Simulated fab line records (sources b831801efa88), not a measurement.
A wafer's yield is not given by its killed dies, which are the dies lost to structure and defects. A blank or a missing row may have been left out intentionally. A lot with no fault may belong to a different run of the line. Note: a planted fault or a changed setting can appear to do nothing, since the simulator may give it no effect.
Matching of chambers + flow gf180mcu + GF_V1_CMP_04 on cmp-01: 4 sister chambers
The step polishes SiO2. 4 wafers are shown with their chamber, then 7 later ones without.

WAFERS WITH THEIR CHAMBER
| wafer  | chamber | motor-current-A (A) |
|--------|---------|---------------------|
| L578.5 | 3       | 12.3                |
| L578.6 | 2       | 9.9                 |
| L582.1 | 1       | 12.3                |
| L582.3 | 0       | 10.4                |

WAFERS MISSING THEIR CHAMBER
| wafer  | motor-current-A (A) |
|--------|---------------------|
| L582.6 | 10.3                |
| L586.1 | 10.2                |
| L586.2 | 10.6                |
| L586.3 | 12.9                |
| L587.1 | 12.7                |
| L587.5 | 11.4                |
| L587.6 | 10.2                |

EACH ONE'S CHAMBER
| wafer  | from the rows above               | in truth |
|--------|-----------------------------------|----------|
| L582.6 | can't be placed: 0 or 2           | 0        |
| L586.1 | can't be placed: 0 or 2           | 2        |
| L586.2 | can't be placed: 0 or 2           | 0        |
| L586.3 | can't be placed: 1 or 3           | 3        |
| L587.1 | can't be placed: 1 or 3           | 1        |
| L587.5 | can't be placed: 1 or 3 or 0 or 2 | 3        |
| L587.6 | can't be placed: 0 or 2           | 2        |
0 of 7 placed correctly. Cannot be placed on the basis of these rows: 7; the candidates contain the true chamber in 7. Wrongly placed: 0.
How it was worked out, from the rows above alone: a wafer's distance from a chamber is the root of the sum, over the readings, of the square of ((its reading less the chamber's mean) divided by the reading's scatter). The wafer belongs to the nearest chamber; if the next one is less than 2 further off, it can't be placed. Each chamber's mean is taken over the wafers shown for it. The scatter: root of mean squared gap, hidden wafer to nearest shown wafer, with one shown wafer a chamber.
